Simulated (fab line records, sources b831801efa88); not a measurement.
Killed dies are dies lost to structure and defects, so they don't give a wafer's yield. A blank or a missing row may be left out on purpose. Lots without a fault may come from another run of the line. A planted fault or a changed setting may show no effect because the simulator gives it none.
A struck lot beside a sound one | flow sky130 | 25 steps out of a route of 708
Sound: wafers L939.1, L939.4, L939.5. Struck: wafer L944.3. (L944.1, L944.5 of the same lot were not struck and are left out.) The cause comes at the end.
At each step with rows: each side's tool, then ch and its chambers, then its first start. Under that, the readings that differ: sound wafers | struck wafers | difference of the means | sigmas: that difference in standard deviations of wafers without a fault.
alike: readings whose means differ by less than 2 such deviations, and words and numbers that are the same on both sides. not compared: withheld readings, readings that some wafer has no value for, bounds like >300 that may hide the same value, and numbers for which the record gives no deviation and whose values overlap.
The two part at a step that has a row with sigmas, a row that says differs or no value, or rows on one side only. Numbers that don't overlap but have no deviation are shown without sigmas and don't part them. A reading that every wafer of one side lacks parts them only if that side has two wafers or more.

first, 1 step without rows for these wafers: SKY_LI_CONTACT_PRE_CLEAN_18 (time 5.6 s).
SKY_LI_CONTACT_SPUTTER_19: material Ti, target thk 20 nm, time 106.37 s.
  sound on pvd_sputter-02, day 29 23:56; struck on pvd_sputter-02, day 31 20:40
  alike: throttle_valve_pct
then, 1 step without rows for these wafers: SKY_LI_CONTACT_SPUTTER_20 (material TiN, target thk 20 nm, time 80 s).
SKY_LI_CONTACT_CVD_21: deposits W, target thk 400 nm, time 120.56 s.
  sound on cvd_w-01 ch 0,1, day 30 00:04; struck on cvd_w-01 ch 0, day 31 20:48
  alike: heater_power_w
SKY_LI_CONTACT_RS_MEAS_22: measures by four-point-probe.
  sound on film_metro-02, day 30 00:12; struck on film_metro-03, day 31 20:55
  alike: LI_CONTACT_W_RS
SKY_LI_CONTACT_THK_MEAS_23: measures by xrf.
  sound on film_metro-02, day 30 00:19; struck on film_metro-03, day 31 21:02
  alike: LI_CONTACT_W_THK
SKY_LI_CONTACT_CMP_24: polishes, stops on PSG, t overpolish 20 s, target thk 0 nm.
  sound on cmp-02 ch 1,3, day 30 00:26; struck on cmp-01 ch 1, day 31 21:06
  reading                | sound    | struck | difference | sigmas
  time_to_endpoint_s (s) | 89 93 85 | 104    | +15        | +3
  alike: motor_current_A, overpolish_run_s, platen_rpm
SKY_LOCAL_INTERCONNECT_SPUTTER_00: material TiN, target thk 100 nm, time 83.3 s.
  sound on pvd_sputter-03, day 30 00:41; struck on pvd_sputter-03, day 31 21:24
  alike: throttle_valve_pct
SKY_LOCAL_INTERCONNECT_RS_MEAS_01: measures by four-point-probe.
  sound on film_metro-01, day 30 00:44; struck on film_metro-04, day 31 21:28
  alike: LOCAL_INTERCONNECT_TIN_RS
SKY_LOCAL_INTERCONNECT_THK_MEAS_02: measures by xrf.
  sound on film_metro-01, day 30 00:52; struck on film_metro-04, day 31 21:35
  alike: LOCAL_INTERCONNECT_TIN_THK
then, 2 steps without rows for these wafers: SKY_LOCAL_INTERCONNECT_DEHYDRATE_03 (time 60 s); SKY_LOCAL_INTERCONNECT_HMDS_04 (prime time 60 s).
SKY_LOCAL_INTERCONNECT_COAT_05: resist thk 60 nm.
  sound on litho_track-01 ch 0, day 30 14:08; struck on litho_track-03 ch 0, day 32 10:43
then, 5 steps without rows for these wafers: SKY_LOCAL_INTERCONNECT_COAT_06 (resist thk 450 nm); SKY_LOCAL_INTERCONNECT_SOFTBAKE_07 (time 90 s); SKY_LOCAL_INTERCONNECT_EXPOSE_08 (exposes mask LI1M, target cd 170 nm); SKY_LOCAL_INTERCONNECT_PEB_09; SKY_LOCAL_INTERCONNECT_DEVELOP_10 (develop time 60 s).
SKY_LOCAL_INTERCONNECT_CD_MEAS_11: target cd 170 nm.
  sound on cd_sem-02, day 31 04:22; struck on cd_sem-01, day 33 00:34
  alike: cd_nm
SKY_LOCAL_INTERCONNECT_OVL_MEAS_12:
  sound on overlay-02, day 31 04:29; struck on overlay-01, day 33 00:41
  reading                     | sound    | struck | difference | sigmas
  LOCAL_INTERCONNECT_OVL (nm) | 13 10 11 | 0      | -11        | -2
SKY_LOCAL_INTERCONNECT_ETCH_13: etches BARC in N2/H2, stops on SiO2, time 45.9 s, target depth 60 nm.
  sound on rie_metal-03 ch 0,1, day 31 04:31; struck on rie_metal-03 ch 1, day 33 00:43
  reading                  | sound             | struck | difference | sigmas
  oes_product_au (a.u.)    | 0.858 0.860 0.848 | 0.907  | +0.052     | +11
  model.etch.depth_nm (nm) | 60.18 60.27 59.98 | 66.81  | +6.67      |
  alike: drypump_motor_current_A, he_backside_leak_sccm, rf_fwd_power_W, throttle_valve_pct
  not compared: rf_hours_counter_h
SKY_LOCAL_INTERCONNECT_METAL_ETCH_14: etches TiN in Cl2/BCl3, stops on PSG, target depth 110 nm, time 31.4 s.
  sound on rie_metal-03 ch 0,1, day 31 04:35; struck on rie_metal-03 ch 1, day 33 00:47
  alike: drypump_motor_current_A, he_backside_leak_sccm, oes_product_au, rf_fwd_power_W, throttle_valve_pct
  not compared: rf_hours_counter_h
SKY_LOCAL_INTERCONNECT_STRIP_15: strips in O2/N2.
  sound on plasma_asher-01 ch 0,1, day 31 04:38; struck on plasma_asher-01 ch 1, day 33 00:50
  reading                      | sound             | struck | difference | sigmas
  strip_time_to_endpoint_s (s) | 4.697 4.707 4.672 | 4.753  | +0.061     | +3
  alike: drypump_motor_current_A, oes_product_au
  not compared: rf_hours_counter_h
then, 1 step without rows for these wafers: SKY_LOCAL_INTERCONNECT_STRIP_16 (strips in post etch residue remover, time 1200 s).
-- the record jumps here: 15 days lie between the struck wafers' starts before and after (it left off in module LOCAL_INTERCONNECT and takes up again in module PAD_OPEN, whose first step shown is number 708 of the route) --
SKY_PAD_OPEN_PROBE_99:
  sound on prober-02, day 46 07:24; struck on prober-02, day 47 18:08
  alike: killed_at_M0_to_M3, killed_at_M4_up, killed_at_contacts, killed_at_front_end, killed_at_other, killed_dies, killed_open, killed_short

WHERE THEY PART
First at SKY_LI_CONTACT_CMP_24; last, within this record, at SKY_LOCAL_INTERCONNECT_STRIP_15. Later steps at which nothing parts them and some readings are alike: SKY_PAD_OPEN_PROBE_99.

WHY: what the simulator had put in
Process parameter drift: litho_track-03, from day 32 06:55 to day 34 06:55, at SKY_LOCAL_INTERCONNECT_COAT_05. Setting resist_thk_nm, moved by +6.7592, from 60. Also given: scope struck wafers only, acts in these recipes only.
